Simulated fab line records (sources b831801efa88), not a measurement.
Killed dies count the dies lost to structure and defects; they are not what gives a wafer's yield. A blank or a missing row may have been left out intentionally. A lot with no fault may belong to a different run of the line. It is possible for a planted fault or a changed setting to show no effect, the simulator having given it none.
A single fault, viewed from 2 desks / flow sky130 / each desk has only its own numbers; what lay behind them comes last

FROM THE METROLOGY DESK
Means of the sampled wafers that have a number, per lot and without regard to the tool the lot ran on: this is what the gauges read. A lot is out of limits, marked OUT, if its mean lies more than 4 standard deviations from the usual mean; the brackets give that distance.
Columns: A = FIELD_ISO_OXIDATION_00_THK at SKY_FIELD_ISO_THK_MEAS_02, usual 11.91 nm; B = POLY_CUT_OVL at SKY_POLY_CUT_OVL_MEAS_09, usual 0 nm; C = cdNm at SKY_SD_P_CD_MEAS_07, usual 379 nm
lot=L451; first seen here=day 1 20:56; A=11.96; B=4; C=374
lot=L453; first seen here=day 2 03:56; A=12.23; B=-1; C=375
lot=L452; first seen here=day 2 03:57; A=11.95; B=-2; C=380
lot=L454; first seen here=day 2 11:40; A=12.13; B=-; C=-
lot=L459; first seen here=day 3 08:38; A=11.79; B=-1; C=382
lot=L462; first seen here=day 3 23:40; A=11.80; B=-1; C=381
lot=L463; first seen here=day 4 05:12; A=11.82; B=6; C=377
lot=L465; first seen here=day 4 16:55; A=11.81; B=-3; C=381
lot=L467; first seen here=day 5 03:06; A=11.92; B=3; C=374
lot=L468; first seen here=day 5 08:20; A=11.67; B=-4; C=383
lot=L469; first seen here=day 5 12:32; A=11.61; B=-1; C=381
lot=L471; first seen here=day 5 21:05; A=11.86; B=0; C=376
lot=L473; first seen here=day 6 07:20; A=11.66; B=0; C=381
This desk's finding: nothing out of limits on any of the 13 lots.

THE TOOL OWNER'S DESK: plasmaAsher-04
The tool's own readings at SKY_SONOS_ONO_STRIP_17 (strips in O2/N2): means of the sampled wafers that have a number, for each lot that ran on this tool. A lot is out of limits, marked OUT, if its mean lies more than 4 standard deviations from the usual mean; the brackets give that distance.
Columns: A = drypumpMotorCurrentA at SKY_SONOS_ONO_STRIP_17, usual 6.1 A; B = oesProductAu at SKY_SONOS_ONO_STRIP_17, usual 0.709 a.u.; C = stripTimeToEndpointS at SKY_SONOS_ONO_STRIP_17, usual 14.05 s
lot=L453; first seen here=day 14 04:30; A=6.4; B=0.710; C=14.07
lot=L452; first seen here=day 14 08:59; A=6.4; B=0.712; C=14.07
lot=L454; first seen here=day 14 17:29; A=6.4; B=0.903 (+43) OUT; C=-
lot=L462; first seen here=day 17 19:01; A=6.4; B=0.707; C=14.01
lot=L463; first seen here=day 18 01:54; A=6.4; B=0.711; C=14.09
lot=L467; first seen here=day 19 01:21; A=6.4; B=0.707; C=14.04
lot=L469; first seen here=day 19 22:43; A=6.4; B=0.712; C=14.05
lot=L471; first seen here=day 20 14:12; A=6.4; B=0.710; C=13.96
lot=L473; first seen here=day 21 02:57; A=6.4; B=0.707; C=13.99
This desk's finding: out of limits on L454; first on L454, day 14 17:29 (oesProductAu at SKY_SONOS_ONO_STRIP_17). Within limits: L453, L452, L462, L463, L467, L469, L471, L473.

PUT TOGETHER
An alarm could have come from the tool owner's desk at day 14 17:29, on L454.
At the metrology desk, nothing out of limits was observed.
The metrology desk has L454 on record, within its limits.
All the named lots went through SKY_SONOS_ONO_STRIP_17 on plasmaAsher-04.

WHAT WAS PUT IN BY THE SIMULATOR
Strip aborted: plasmaAsher-04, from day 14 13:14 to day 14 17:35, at SKY_SONOS_ONO_STRIP_17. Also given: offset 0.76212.
Struck lots among those shown: L454.
Delay in hours, fault start to first out-of-limits reading, by desk: the tool owner's desk at 4.
